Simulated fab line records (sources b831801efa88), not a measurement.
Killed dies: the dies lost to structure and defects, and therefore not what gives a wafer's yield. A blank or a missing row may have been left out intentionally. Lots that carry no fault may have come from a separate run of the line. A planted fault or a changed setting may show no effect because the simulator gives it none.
Which tool did it? | flow gf180mcu | 39 wafers from 13 lots sampled at 3 of the route's 602 steps

== WHAT THE GAUGES READ, wafer by wafer ==
GF_POLY_GATE_THK_MEAS_01. Usual: POLY_GATE_CVD_00_THK typically reads 200.7 nm, with standard deviation 1.8.
lot  | measured     | on            | POLY_GATE_CVD_00_THK (nm) | flag
L485 | day 8 19:21  | film-metro-02 | 201.5 199.0 198.0         |
L486 | day 9 00:40  | film-metro-03 | 200.0 198.7 197.2         |
L487 | day 9 07:50  | film-metro-02 | 196.5 198.2 200.1         |
L488 | day 9 12:25  | film-metro-04 | 201.9 201.7 202.3         |
L489 | day 10 00:27 | film-metro-03 | 200.8 199.5 200.6         |
L490 | day 10 01:48 | film-metro-02 | 201.4 199.2 200.9         |
L494 | day 11 06:30 | film-metro-02 | 200.2 198.5 200.6         |
L496 | day 11 23:02 | film-metro-04 | 203.7 202.9 202.9         |
L497 | day 12 06:40 | film-metro-03 | 198.2 198.8 197.5         |
L498 | day 12 13:40 | film-metro-03 | 199.6 197.0 199.3         |
L501 | day 13 09:17 | film-metro-02 | 202.0 200.4 201.7         |
L502 | day 13 14:52 | film-metro-04 | 201.3 201.3 201.7         |
L506 | day 14 23:19 | film-metro-04 | 202.9 204.1 202.7         |

GF_POLY_GATE_CD_MEAS_10 targets a cd of 280 nm. Usual: 280.1 nm for cd-nm, sd 1.2.
lot  | measured     | on        | cd-nm (nm)        | flag
L485 | day 9 12:49  | cd-sem-01 | 280.0 278.5 278.9 |
L486 | day 9 18:04  | cd-sem-02 | 280.0 279.5 280.3 |
L487 | day 10 01:16 | cd-sem-02 | 281.7 280.5 281.2 |
L488 | day 10 05:32 | cd-sem-01 | 280.6 279.9 280.3 |
L489 | day 10 18:47 | cd-sem-02 | 278.4 277.7 279.4 |
L490 | day 10 19:08 | cd-sem-02 | 280.9 280.9 279.9 |
L494 | day 12 01:43 | cd-sem-02 | 278.7 285.1 285.5 |
L496 | day 12 17:50 | cd-sem-02 | 282.4 281.2 281.7 |
L497 | day 13 02:35 | cd-sem-02 | 280.6 280.3 286.6 |
L498 | day 13 09:31 | cd-sem-02 | 280.9 280.2 280.6 |
L501 | day 14 05:48 | cd-sem-02 | 278.6 279.4 277.7 |
L502 | day 14 11:11 | cd-sem-01 | 279.5 280.5 278.9 |
L506 | day 15 20:35 | cd-sem-02 | 279.8 280.2 281.2 |

== WHAT TOOL EACH LOT RAN ON (gives the tool, then ch and the chambers of the sampled wafers, and finally the start) ==
lot  | GF_POLY_GATE_PEB_08
L485 | litho-track-04 ch 0, day 9 12:29
L486 | litho-track-04 ch 0, day 9 17:43
L487 | litho-track-02 ch 0, day 10 00:56
L488 | litho-track-03 ch 0, day 10 05:13
L489 | litho-track-04 ch 0, day 10 18:27
L490 | litho-track-03 ch 0, day 10 18:49
L494 | litho-track-04 ch 0, day 12 01:22
L496 | litho-track-02 ch 0, day 12 17:31
L497 | litho-track-04 ch 0, day 13 02:15
L498 | litho-track-02 ch 0, day 13 09:12
L501 | litho-track-02 ch 0, day 14 05:27
L502 | litho-track-03 ch 0, day 14 10:51
L506 | litho-track-03 ch 0, day 15 20:15
- GF_POLY_GATE_PEB_08: peb time 90 s.

== WHAT THE TOOLS THEMSELVES READ (means of the sampled wafers that have a number; where no wafer has one, the mark that the record gives instead) ==
GF_POLY_GATE_PEB_08. Usual: 85.68 W for heater-power-total-W, sd 0.084.
lot  | tool           | heater-power-total-W (W) | flag
L485 | litho-track-04 | 85.73                    |
L486 | litho-track-04 | 85.69                    |
L487 | litho-track-02 | 85.64                    |
L488 | litho-track-03 | 85.72                    |
L489 | litho-track-04 | 85.71                    |
L490 | litho-track-03 | 85.69                    |
L494 | litho-track-04 | 90.24                    | OFF
L496 | litho-track-02 | 85.62                    |
L497 | litho-track-04 | 87.83                    | OFF
L498 | litho-track-02 | 85.68                    |
L501 | litho-track-02 | 85.60                    |
L502 | litho-track-03 | 85.65                    |
L506 | litho-track-03 | 85.76                    |

== THE ANSWER, worked out from the rows above alone ==
Rule: a lot is off if the mean of its wafers that have a number lies more than 3 standard deviations from the usual mean. A lot without any number at a reading at which 4 lots or more have one is off too. The other lots that the step has rows for count as sound. The gauges are gone through in route order, then the tools' own readings, and for those a lot's mean is taken as printed above. At the first step where some lot is off, the reading lying furthest off is the one used; lots without a number count as furthest.
Off at GF_POLY_GATE_PEB_08 (heater-power-total-W): L494, L497.
A tool fits if, at that step or a process step before it, it ran every lot that is off, and no sound lot after the first of them. One candidate fits, namely litho-track-04 at GF_POLY_GATE_PEB_08. A fault onset in the window from L489 (day 10 18:27, its last sound lot) to L494 (day 12 01:22, its first lot off) fits.
The tool's own readings at GF_POLY_GATE_PEB_08 bear it out: on the lots that are off they differ by more than 5 times the standard deviation of the sound lots' means. heater-power-total-W reads 89.03 W there against 85.68 W on the sound lots.

== WHAT THE SIMULATOR HAD PUT IN ==
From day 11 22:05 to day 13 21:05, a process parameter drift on litho-track-04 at GF_POLY_GATE_PEB_08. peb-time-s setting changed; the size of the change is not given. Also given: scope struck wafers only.
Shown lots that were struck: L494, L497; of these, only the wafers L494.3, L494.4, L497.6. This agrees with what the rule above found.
